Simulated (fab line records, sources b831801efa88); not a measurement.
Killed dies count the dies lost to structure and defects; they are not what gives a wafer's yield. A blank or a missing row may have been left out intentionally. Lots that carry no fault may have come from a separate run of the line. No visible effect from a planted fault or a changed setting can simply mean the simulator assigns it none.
Matching of chambers    flow sfqLine    SFQ_TRILAYER_I0_CMP_CMP_028 on cmp-01: 4 sister chambers
The step polishes SiO2. 7 wafers are shown with their chamber, then 7 later ones without.

## EACH WAFER AND ITS CHAMBER
wafer   chamber  motorCurrentA (A)  timeToEndpointS (s)
L966.3  3        8.6                211
L972.2  0        8.8                202
L975.2  0        8.3                212
L975.6  2        12.1               225
L976.1  2        12.7               212
L976.4  1        9.2                215
L976.5  1        9.1                218

## WAFERS WITHOUT THEIR CHAMBER
wafer   motorCurrentA (A)  timeToEndpointS (s)
L978.2  12.0               205
L978.3  8.5                210
L978.6  8.1                213
L981.3  8.5                207
L981.6  8.3                219
L983.3  11.2               209
L983.6  12.6               214

## THE CHAMBER EACH PASSED THROUGH
wafer   from the rows above           in truth
L978.2  2                             2
L978.3  can't be placed: 3 or 0 or 1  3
L978.6  can't be placed: 3 or 0 or 1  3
L981.3  can't be placed: 0 or 3       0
L981.6  can't be placed: 3 or 0 or 1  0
L983.3  2                             2
L983.6  2                             2
Placed correctly: 3 of 7. Not placeable from these rows: 4 (in 4, the candidates include the true chamber). Placed wrongly: 0.
How it was worked out, from the rows above alone: a wafer's distance from a chamber is the root of the sum, over the readings, of the square of ((its reading less the chamber's mean) divided by the reading's scatter). If the next closest chamber is less than 2 further off than the closest, the wafer can't be placed; otherwise it belongs to the closest. The mean given for a chamber averages the wafers shown for that chamber. How the scatter is found: for the shown wafers, subtract from each reading the mean of its chamber, square and add these, divide the total by (wafers less chambers), then take the root.
